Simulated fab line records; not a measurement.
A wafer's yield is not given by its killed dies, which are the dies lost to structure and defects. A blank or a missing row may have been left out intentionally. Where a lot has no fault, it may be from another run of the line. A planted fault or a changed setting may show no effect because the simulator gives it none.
Which tool is to blame? :: flow sky130 :: at 1 step of a route of 708, 12 lots with 36 wafers sampled

== WHAT EACH GAUGE READ, for each wafer ==
SKY_FIELD_ISO_CD_MEAS_13: the cd target is 150 nm.
lot: L075
measured: day 2 11:59
on: cd-sem-02
cd-nm (nm): 149.1 148.8 147.8

lot: L077
measured: day 2 22:01
on: cd-sem-02
cd-nm (nm): 147.7 148.6 149.0

lot: L079
measured: day 3 07:19
on: cd-sem-02
cd-nm (nm): 149.6 150.8 148.3

lot: L081
measured: day 3 16:50
on: cd-sem-02
cd-nm (nm): 147.5 148.1 147.6

lot: L083
measured: day 4 03:32
on: cd-sem-01
cd-nm (nm): 148.7 149.6 150.2

lot: L085
measured: day 4 16:01
on: cd-sem-01
cd-nm (nm): 151.8 150.5 152.1

lot: L087
measured: day 4 23:40
on: cd-sem-01
cd-nm (nm): 152.7 151.6 153.1

lot: L089
measured: day 7 16:28
on: cd-sem-01
cd-nm (nm): 149.4 149.0 149.0

lot: L091
measured: day 7 19:06
on: cd-sem-01
cd-nm (nm): 147.7 148.5 149.0

lot: L093
measured: day 7 20:44
on: cd-sem-01
cd-nm (nm): 150.0 150.7 150.6

lot: L095
measured: day 7 21:53
on: cd-sem-01
cd-nm (nm): 149.7 150.7 151.6

lot: L097
measured: day 8 00:22
on: cd-sem-01
cd-nm (nm): 152.4 151.5 150.0

== WHAT TOOL EACH LOT RAN ON (gives the tool, then ch and the chambers of the sampled wafers, and finally the start) ==
No process step before these readings appears in the record.

== THE ANSWER, worked out from the rows above alone ==
Rule: what is usual is taken from the lots themselves. The widest of any qualifying gaps counts: lots, ordered by their means at a reading, are off when they make up no more than a third of the lots, leave a main group of 4 or more, and stand apart from it by 3 or more times the standard deviation of that group's means. Not used: any main group whose means are identical at the precision the tables above print for the reading. A lot without any number at a reading at which 4 lots or more have one is off too. Any other lot the step has rows for is counted as sound.
Nothing can be told from this: no lot is off at any reading shown.

== WHAT HAD BEEN PUT IN BY THE SIMULATOR ==
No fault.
